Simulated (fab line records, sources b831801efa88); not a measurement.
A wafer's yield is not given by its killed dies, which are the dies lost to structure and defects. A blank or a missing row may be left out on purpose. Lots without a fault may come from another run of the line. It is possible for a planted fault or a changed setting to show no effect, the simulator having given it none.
Problem report, 8D (eight disciplines) form, completed by code | flow sky130 | the parts of the form that need people (team, actions taken, sign-off) are left out

## 1. PROBLEM STATEMENT
oes product au at SKY_POLY_CUT_ETCH_11 reads a mean of 0.784 a.u. on 2 wafers of 2 lots; wafers without a fault read 0.829 a.u. with a standard deviation of 0.0061. Relative to the usual mean, that is a shift of -7.3 standard deviations.
The step: etches Si3N4 in CF4/CH2F2/Ar, stops on poly-Si, time 42.5 s, target depth 60 nm.
Earliest sighting: wafer L274.2 on rie diel-01 at day 29 01:38. The record has a number at this step for 33 wafers belonging to 11 lots. By rule, "out" or "out of limits" means more than 4 standard deviations away from the usual mean. The rest of the wafers with a number are treated as sound.

## 2. WHAT IT IS; WHAT IT IS NOT
question                    | is                | is not
which readings at this step | oes product au    | ch2f2 flow sccm, drypump motor current A
which lots                  | L274, L278        | L264, L265, L266, L267, L271, L280, L283, L284, L286
which wafers of those lots  | L274.2, L278.3    | L274.3, L274.4, L278.2, L278.4
read on which tools         | rie diel-01       | rie diel-02, rie diel-04
when                        | from day 29 01:38 | up to then (17 sound wafers); but 14 sound wafers of L278, L280, L283, L284, L286 came after

## 3. WHAT RULES OUT EACH SUSPECT
Counting: if a tool at a process step up to the reading ran every lot that is out, it stays a suspect. Sound lots after the first of them don't rule it out here, since some wafers of a struck lot are sound.
- rie diel-03 at SKY_SPACER_ETCHBACK_02 (etches Si3N4 in CH3F/O2, stops on SiO2, time 46.7 s, target depth 45 nm): kept. Ran every lot that is out, first one L274 (day 27 21:18); last sound lot up to then L271 (day 26 07:40).
- rie diel-01 at SKY_POLY_CUT_ETCH_11 (etches Si3N4 in CF4/CH2F2/Ar, stops on poly-Si, time 42.5 s, target depth 60 nm): kept. Ran every lot that is out, first one L274 (day 29 01:38); last sound lot up to then L265 (day 25 10:41). Its own oes product au readings are out on those wafers.
- Within rie diel-03 at SKY_SPACER_ETCHBACK_02: the wafers that are out ran in chamber 0; their sound lot-mates ran in chambers 1, 3.
The count leaves rie diel-01 at SKY_POLY_CUT_ETCH_11 and rie diel-03 at SKY_SPACER_ETCHBACK_02.

## 4. THE CAUSE (what the simulator had put in)
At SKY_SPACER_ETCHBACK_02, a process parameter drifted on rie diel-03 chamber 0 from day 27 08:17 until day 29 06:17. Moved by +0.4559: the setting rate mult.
2 suspects survive the count, and this tool is in that group.

## 5. SEQUENCE OF EFFECTS, ordered by route
Rows list readings where the struck wafers' mean (over those with a number) sits beyond 3 standard deviations from the usual. Only readings whose record carries a usual standard deviation are examined. hours: median over the lots of the time between each lot's start at the first step of this table that gives one and its start at this step. sigmas: the change, counted in usual standard deviations.
hours | step                 | reading        | usual      | on struck wafers | change | sigmas
0     | SKY_POLY_CUT_ETCH_11 | oes product au | 0.829 a.u. | 0.784            | -0.044 | -7.3
Process steps it contains:
- SKY_POLY_CUT_ETCH_11: etches Si3N4 in CF4/CH2F2/Ar, stops on poly-Si, time 42.5 s, target depth 60 nm.

## 6. HOW IT WOULD HAVE BEEN CAUGHT EARLIER
41 hours passed between the start of the fault at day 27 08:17 and the first reading out of limits in this record, taken at day 29 01:38.
No tool reading at SKY_SPACER_ETCHBACK_02 that has a usual standard deviation in the record was out on any struck wafer, so an alarm limit of 4 standard deviations on those readings would not have fired.
All the lots that are out (2) had begun SKY_SPACER_ETCHBACK_02 on rie diel-03 by day 29 01:38. Holding the tool at that point would not have protected any of them.
